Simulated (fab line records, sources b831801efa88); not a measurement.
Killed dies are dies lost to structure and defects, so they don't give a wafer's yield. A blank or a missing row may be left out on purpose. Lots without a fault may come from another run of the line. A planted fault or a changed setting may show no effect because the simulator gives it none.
Split-lot experiment | flow gf180mcu | 5 lots, 23 wafers read, on a route of 602 steps

THE SPLIT
At GF_V1_SPUTTER_21 (material Ti, target thk 15 nm, time 80.02 s), the setting time_s was moved away from the recipe's 80.02 s on 9 of the 23 wafers read, by -5.7% to +6.8%. The other wafers ran this setting at the recipe's value.

The reading is taken at the split's own step.

THE READING
Ti_of_V1_SPUTTER_21.thk_nm (the simulator's own value, which no gauge read), in nm, at GF_V1_SPUTTER_21 (material Ti, target thk 15 nm, time 80.02 s). The file gives no usual value for it. The 14 wafers here that ran the recipe average 15.16 nm, standard deviation 0.2 nm.

wafer  | tool, chamber at the split | time_s as run, s | against the recipe | Ti_of_V1_SPUTTER_21.thk_nm, nm | against lot-mates on the recipe
L076.3 | pvd_sputter-02, -          | 80.02            | recipe             | 14.76                          | -
L076.4 | pvd_sputter-02, -          | 80.02            | recipe             | 15.1                           | -
L076.5 | pvd_sputter-02, -          | 80.02            | recipe             | 14.9                           | -
L078.1 | pvd_sputter-03, -          | 80.02            | recipe             | 15.34                          | -
L078.2 | pvd_sputter-03, -          | 80.02            | recipe             | 15.22                          | -
L078.4 | pvd_sputter-03, -          | 80.02            | recipe             | 15.48                          | -
L078.5 | pvd_sputter-03, -          | 80.02            | recipe             | 15.32                          | -
L078.6 | pvd_sputter-03, -          | 80.02            | recipe             | 15.23                          | -
L079.1 | pvd_sputter-02, -          | 75.44            | -5.7%              | 14.48                          | -0.85
L079.2 | pvd_sputter-02, -          | 80.02            | recipe             | 15.26                          | -
L079.3 | pvd_sputter-02, -          | 80.02            | recipe             | 15.4                           | -
L079.5 | pvd_sputter-02, -          | 75.44            | -5.7%              | 14.49                          | -0.84
L079.6 | pvd_sputter-02, -          | 75.44            | -5.7%              | 14.45                          | -0.88
L082.1 | pvd_sputter-02, -          | 83.06            | +3.8%              | 15.48                          | +0.54
L082.2 | pvd_sputter-02, -          | 80.02            | recipe             | 15.01                          | -
L082.3 | pvd_sputter-02, -          | 83.06            | +3.8%              | 15.44                          | +0.50
L082.5 | pvd_sputter-02, -          | 83.06            | +3.8%              | 15.39                          | +0.45
L082.6 | pvd_sputter-02, -          | 80.02            | recipe             | 14.87                          | -
L083.1 | pvd_sputter-04, -          | 80.02            | recipe             | 15.11                          | -
L083.2 | pvd_sputter-04, -          | 85.49            | +6.8%              | 16.26                          | +1.09
L083.3 | pvd_sputter-04, -          | 85.49            | +6.8%              | 16.13                          | +0.96
L083.4 | pvd_sputter-04, -          | 85.49            | +6.8%              | 16.08                          | +0.91
L083.5 | pvd_sputter-04, -          | 80.02            | recipe             | 15.23                          | -

THE FIT
A straight line over all 23 wafers: Ti_of_V1_SPUTTER_21.thk_nm changes by +0.126 nm for each +1% of time_s; r = +0.92; the points scatter about the line by 0.19 nm.
The same after taking each lot's own level away (the mean of its wafers on the recipe; 23 wafers): +0.145 nm for each +1%; r = +0.99; scatter 0.087 nm.
On that fit, the largest move of time_s shifts the reading by 0.99 nm.
The lots' own levels span 14.920 to 15.330 nm, that is 2.0 times the standard deviation above.
So the lot-to-lot level changes the slope: the two fits differ.
Check: with one of the wafers moved furthest among these (+6.8%) left out of the fit, the line predicts +0.953 nm for it against its lot-mates. It came out at +1.09 nm against them.

OTHER SPLITS ON THESE WAFERS
These wafers also went through other splits before the reading. Each is held against what the fit with the lots' levels taken away leaves over:
other split on the same wafers       | wafers away from the commonest value | r with Ti_of_V1_SPUTTER_21.thk_nm (lot level and that fit taken away)
GF_SAB_CVD_00 rf_w                   | 9                                    | -0.01
GF_CONTACT_CMP_04 leave_above_ref_nm | 8                                    | +0.05
GF_CONTACT_COAT_09 resist_thk_nm     | 9                                    | -0.34
GF_CONTACT_DEVELOP_13 develop_time_s | 3                                    | -0.04
GF_M1_SPUTTER_00 chamber_pressure_pa | 15                                   | -0.09
GF_M1_SPUTTER_01 power_w             | 12                                   | +0.12
GF_V1_CMP_04 leave_above_ref_nm      | 6                                    | -0.26
GF_V1_ETCH_16 source_w               | 9                                    | -0.18

THE FILE'S OWN FIT
Ti_of_V1_SPUTTER_21.thk_nm changes by +0.144 nm for each +1% of time_s, r = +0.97.
